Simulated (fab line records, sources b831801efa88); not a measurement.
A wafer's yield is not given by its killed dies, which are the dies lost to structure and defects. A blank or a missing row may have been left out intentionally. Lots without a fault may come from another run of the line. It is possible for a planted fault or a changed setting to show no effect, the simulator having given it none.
Chamber matching | flow sky130 | SKY_VIA2_CMP_02 on cmp-02: 4 sister chambers
The step polishes SiO2. 8 wafers are shown with their chamber, then 8 later ones without.

EACH WAFER AND ITS CHAMBER
wafer  | chamber | motorCurrentA (A)
L449.5 | 2       | 9.3
L458.2 | 0       | 12.4
L460.2 | 1       | 12.1
L460.5 | 3       | 11.2
L459.2 | 2       | 9.7
L459.3 | 3       | 10.5
L459.4 | 0       | 12.8
L461.2 | 1       | 11.7

WAFERS WHOSE CHAMBER IS MISSING
wafer  | motorCurrentA (A)
L461.5 | 12.0
L461.6 | 9.6
L462.1 | 11.8
L462.2 | 12.5
L462.6 | 12.3
L463.2 | 10.5
L463.4 | 12.7
L463.5 | 12.0

THE CHAMBER EACH PASSED THROUGH
wafer  | from the rows above     | in truth
L461.5 | can't be placed: 1 or 0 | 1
L461.6 | 2                       | 2
L462.1 | 1                       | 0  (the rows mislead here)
L462.2 | can't be placed: 0 or 1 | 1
L462.6 | can't be placed: 0 or 1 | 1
L463.2 | can't be placed: 3 or 2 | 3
L463.4 | 0                       | 0
L463.5 | can't be placed: 1 or 0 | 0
Correct placement for 2 of the 8. Not placeable from these rows: 5 (in 5, the candidates include the true chamber). 1 placed wrongly.
How it was worked out, from the rows above alone: a wafer's distance from a chamber is the root of the sum, over the readings, of the square of ((its reading less the chamber's mean) divided by the reading's scatter). The wafer belongs to the nearest chamber; if the next one is less than 2 further off, it can't be placed. The mean given for a chamber averages the wafers shown for that chamber. The scatter: the root of (the sum of the squares of (reading less its chamber's mean) over the shown wafers, divided by (wafers less chambers)).
